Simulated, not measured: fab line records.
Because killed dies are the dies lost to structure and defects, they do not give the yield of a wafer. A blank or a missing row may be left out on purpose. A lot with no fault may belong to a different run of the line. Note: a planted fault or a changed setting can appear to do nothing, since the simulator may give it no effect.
A lot that was struck, set against a sound lot :: flow sfq-line :: 42 out of 325 route steps
Sound: these wafers, L752.1, L752.3, L752.4. Struck: wafer L762.4. (L762.1, L762.2 of the same lot were not struck and are left out.) The cause comes at the end.
For every step that has rows: the tool of each side, followed by ch and its chambers, followed by its first start. Under that, the readings that differ: sound wafers :: struck wafers :: difference of the means :: sigmas: that difference in standard deviations of wafers without a fault.
alike: readings whose means differ by less than 2 such deviations, and words and numbers that are the same on both sides. not compared: withheld readings, readings that some wafer has no value for, bounds like >300 that may hide the same value, and numbers for which the record gives no deviation and whose values overlap.
A row with sigmas, a row that says differs or no value, or rows on one side alone: a step with any of these is where the two part. Numbers that don't overlap but have no deviation are shown without sigmas and don't part them. A reading that every wafer of one side lacks parts them only if that side has two wafers or more.

first, 6 steps without rows for these wafers: SFQ_TRILAYER_I0_VIA_LITHO_COAT_036 (resist thk 62 nm); SFQ_TRILAYER_I0_VIA_LITHO_COAT_031 (resist thk 650 nm); SFQ_TRILAYER_I0_VIA_LITHO_SOFTBAKE_035; SFQ_TRILAYER_I0_VIA_LITHO_EXPOSE_032 (exposes mask I0, target cd 500 nm); SFQ_TRILAYER_I0_VIA_LITHO_PEB_034 (peb time 60 s); SFQ_TRILAYER_I0_VIA_LITHO_DEVELOP_033 (time 60 s).
SFQ_I0_OVL_MEAS_908:
  struck on overlay-01, day 14 01:31; sound on overlay-02, day 11 02:19
reading: I0_OVL (nm)
sound: -1 -14 -3
struck: 7
difference: +13
sigmas: +2
SFQ_TRILAYER_I0_VIA_BARC_OPEN_VIA_ETCH_046: etches BARC in O2, target depth 125 nm, time 41.7 s.
  sound on rie-diel-01 ch 1,2,3, day 11 02:21; struck on rie-diel-01 ch 2, day 14 01:33
  alike: drypump-motor-current-A, oes-product-au
  not compared: rf-hours-counter-h
then, 1 step without rows for these wafers: SFQ_TRILAYER_I0_VIA_ETCH_VIA_ETCH_034 (etches SiO2 in CHF3, stops on Nb, target depth 260 nm).
SFQ_TRILAYER_I0_VIA_STRIP_STRIP_035: strips in O2.
  sound on rie-metal-02 ch 0,1, day 11 02:31; struck on rie-metal-02 ch 1, day 14 01:42
  alike: drypump-motor-current-A, oes-product-au
  not compared: rf-hours-counter-h
then, 2 steps without rows for these wafers: SFQ_TRILAYER_I0_VIA_STRIP_SOLV_CLEAN_036 (cleans in NMP, time 600 s); SFQ_TRILAYER_M1_DEP_PRE_CLEAN_038 (time 22.5 s).
SFQ_TRILAYER_M1_DEP_SPUTTER_037: material Nb, target thk 200 nm, time 133.3 s.
  struck on pvd-sputter-03, day 14 02:31; sound on pvd-sputter-03, day 11 03:19
reading: model.Nb_of_TRILAYER_M1_DEP_SPUTTER_037.thk-nm (nm)
sound: 202.3 199.4 200.7
struck: 156.6
difference: -44.2
sigmas: 
  alike: throttle-valve-pct
SFQ_M1_RS_MEAS_909: measurement is done with a four-point probe.
  struck on film-metro-04, day 14 02:37; sound on film-metro-04, day 11 03:24
reading: M1_NB_RS (ohm/sq)
sound: 0.878 0.891 0.886
struck: 1.140
difference: +0.255
sigmas: +25
then, 6 steps without rows for these wafers: SFQ_TRILAYER_M1_LITHO_COAT_044 (resist thk 62 nm); SFQ_TRILAYER_M1_LITHO_COAT_039 (resist thk 600 nm); SFQ_TRILAYER_M1_LITHO_SOFTBAKE_043; SFQ_TRILAYER_M1_LITHO_EXPOSE_040 (exposes mask M1, target cd 500 nm); SFQ_TRILAYER_M1_LITHO_PEB_042 (peb time 60 s); SFQ_TRILAYER_M1_LITHO_DEVELOP_041 (time 60 s).
SFQ_M1_OVL_MEAS_911:
  struck on overlay-02, day 14 21:42; sound on overlay-02, day 12 05:54
  alike: M1_OVL
then, 1 step without rows for these wafers: SFQ_TRILAYER_M1_BARC_OPEN_METAL_ETCH_054 (etches BARC in O2, target depth 125 nm, time 41.7 s).
SFQ_TRILAYER_M1_ETCH_METAL_ETCH_042: etches Nb in Cl2/Ar, stops on SiO2, target depth 240 nm, time 120 s.
  sound on rie-metal-04 ch 0,1, day 12 05:59; struck on rie-metal-01 ch 1, day 14 21:48
reading: oes-product-au (a.u.)
sound: 0.900 0.886 0.895
struck: 0.779
difference: -0.115
sigmas: -18
  alike: drypump-motor-current-A
  not compared: rf-hours-counter-h
then, 3 steps without rows for these wafers: SFQ_TRILAYER_M1_STRIP_STRIP_043 (strips in O2); SFQ_TRILAYER_M1_STRIP_SOLV_CLEAN_044 (cleans in NMP, time 600 s); SFQ_TRILAYER_I1_DEP_PECVD_045 (deposits SiO2 from SiH4/N2O, time 111.11 s, target thk 500 nm).
SFQ_TRILAYER_I1_CMP_CMP_046: polishes SiO2.
  sound on cmp-02 ch 0,1,2, day 12 20:05; struck on cmp-02 ch 2, day 15 02:05
  alike: motor-current-A, time-to-endpoint-s
SFQ_I1_BOW_MEAS_912:
  struck on film-metro-04, day 15 05:05; sound on film-metro-03, day 12 23:05
  alike: I1_BOW
SFQ_TRILAYER_I1_METRO_MEASURE_047:
  struck on film-metro-04, day 15 05:13; sound on film-metro-03, day 12 23:13
reading: thk-nm (nm)
sound: 197.9 199.1 198.5
struck: 202.4
difference: +3.9
sigmas: +4
then, 6 steps without rows for these wafers: SFQ_TRILAYER_I1_VIA_LITHO_COAT_054 (resist thk 62 nm); SFQ_TRILAYER_I1_VIA_LITHO_COAT_049 (resist thk 650 nm); SFQ_TRILAYER_I1_VIA_LITHO_SOFTBAKE_053; SFQ_TRILAYER_I1_VIA_LITHO_EXPOSE_050 (exposes mask I1, target cd 500 nm); SFQ_TRILAYER_I1_VIA_LITHO_PEB_052 (peb time 60 s); SFQ_TRILAYER_I1_VIA_LITHO_DEVELOP_051 (time 60 s).
-- the record jumps here: 6 days lie between the struck wafers' starts before and after --
SFQ_I1_OVL_MEAS_913:
  struck on overlay-02, day 21 12:24; sound on overlay-01, day 18 08:43
  alike: I1_OVL
SFQ_TRILAYER_I1_VIA_BARC_OPEN_VIA_ETCH_071: etches BARC in O2, target depth 125 nm, time 41.7 s.
  sound on rie-diel-04 ch 0,1,2, day 18 08:44; struck on rie-diel-03 ch 0, day 21 12:26
reading: rf-hours-counter-h (h)
sound: 5 92 19
struck: 4
difference: -35
sigmas: 
  alike: drypump-motor-current-A, oes-product-au
then, 4 steps without rows for these wafers: SFQ_TRILAYER_I1_VIA_ETCH_VIA_ETCH_052 (etches SiO2 in CHF3, stops on Nb, target depth 260 nm); SFQ_TRILAYER_I1_VIA_STRIP_STRIP_053 (strips in O2); SFQ_TRILAYER_I1_VIA_STRIP_SOLV_CLEAN_054 (cleans in NMP, time 600 s); SFQ_TRILAYER_M2_DEP_PRE_CLEAN_056 (time 22.5 s).
-- the record jumps here: 68 days lie between the struck wafers' starts before and after --
SFQ_M8_BOW_MEAS_951:
  struck on film-metro-03, day 89 20:11; sound on film-metro-02, day 84 12:55
reading: model.etest.m1.ohm-um
sound: 1.771 1.795 1.775
struck: 2.298
difference: +0.518
sigmas: 

reading: model.etest.i0.link-ohm
sound: 1.957 1.969 1.973
struck: 2.272
difference: +0.306
sigmas: 

reading: model.etest.m1.ohm-sq
sound: 0.8793 0.8919 0.8863
struck: 1.136
difference: +0.250
sigmas: 

reading: model.etest.i1.link-ohm
sound: 1.981 1.983 1.972
struck: 2.209
difference: +0.230
sigmas: 
  alike: M8_BOW

== WHERE THEY PART ==
First at SFQ_I0_OVL_MEAS_908; last, within this record, at SFQ_TRILAYER_I1_METRO_MEASURE_047. Later steps at which nothing parts them and some readings are alike: SFQ_I1_OVL_MEAS_913, SFQ_TRILAYER_I1_VIA_BARC_OPEN_VIA_ETCH_071, SFQ_M8_BOW_MEAS_951.

WHY: whatever the simulator had introduced
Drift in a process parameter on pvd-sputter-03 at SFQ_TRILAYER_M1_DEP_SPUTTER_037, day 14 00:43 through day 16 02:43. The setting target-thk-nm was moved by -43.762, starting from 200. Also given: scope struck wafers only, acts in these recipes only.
